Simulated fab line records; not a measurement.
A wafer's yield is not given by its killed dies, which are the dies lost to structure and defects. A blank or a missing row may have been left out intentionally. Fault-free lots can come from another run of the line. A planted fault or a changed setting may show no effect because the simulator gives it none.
Matching of chambers | flow gf180mcu | GF_V4_ETCH_16 on rie diel-03: 4 sister chambers
The step etches BARC in N2/H2. 4 wafers are shown with their chamber, then 8 later ones without.

## WAFERS WITH THEIR CHAMBER
wafer  | chamber | throttle valve pct (%)
L081.1 | 1       | 13.237
L081.5 | 2       | 13.231
L083.5 | 0       | 13.228
L085.1 | 3       | 13.241

## WAFERS MISSING THEIR CHAMBER
wafer  | throttle valve pct (%)
L085.2 | 13.213
L085.5 | 13.219
L091.2 | 13.233
L091.5 | 13.197
L091.6 | 13.230
L096.1 | 13.235
L096.2 | 13.228
L096.6 | 13.235

## THE CHAMBER EACH PASSED THROUGH
wafer  | from the rows above               | in truth
L085.2 | can't be placed: 0 or 2 or 1 or 3 | 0
L085.5 | can't be placed: 0 or 2 or 1 or 3 | 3
L091.2 | can't be placed: 2 or 1 or 0 or 3 | 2
L091.5 | can't be placed: 0 or 2 or 1 or 3 | 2
L091.6 | can't be placed: 2 or 0 or 1 or 3 | 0
L096.1 | can't be placed: 1 or 2 or 3 or 0 | 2
L096.2 | can't be placed: 0 or 2 or 1 or 3 | 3
L096.6 | can't be placed: 1 or 2 or 3 or 0 | 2
Placed correctly: 0 of 8. Cannot be placed on the basis of these rows: 8; the candidates contain the true chamber in 8. Number placed wrongly: 0.
How it was worked out, from the rows above alone: a wafer's distance from a chamber is the root of the sum, over the readings, of the square of ((its reading less the chamber's mean) divided by the reading's scatter). The wafer belongs to the nearest chamber; if the next one is less than 2 further off, it can't be placed. Each chamber's mean is taken over the wafers shown for it. The scatter: with one shown wafer a chamber, the root of the mean of the squares of how far each hidden wafer lies from its nearest shown one.
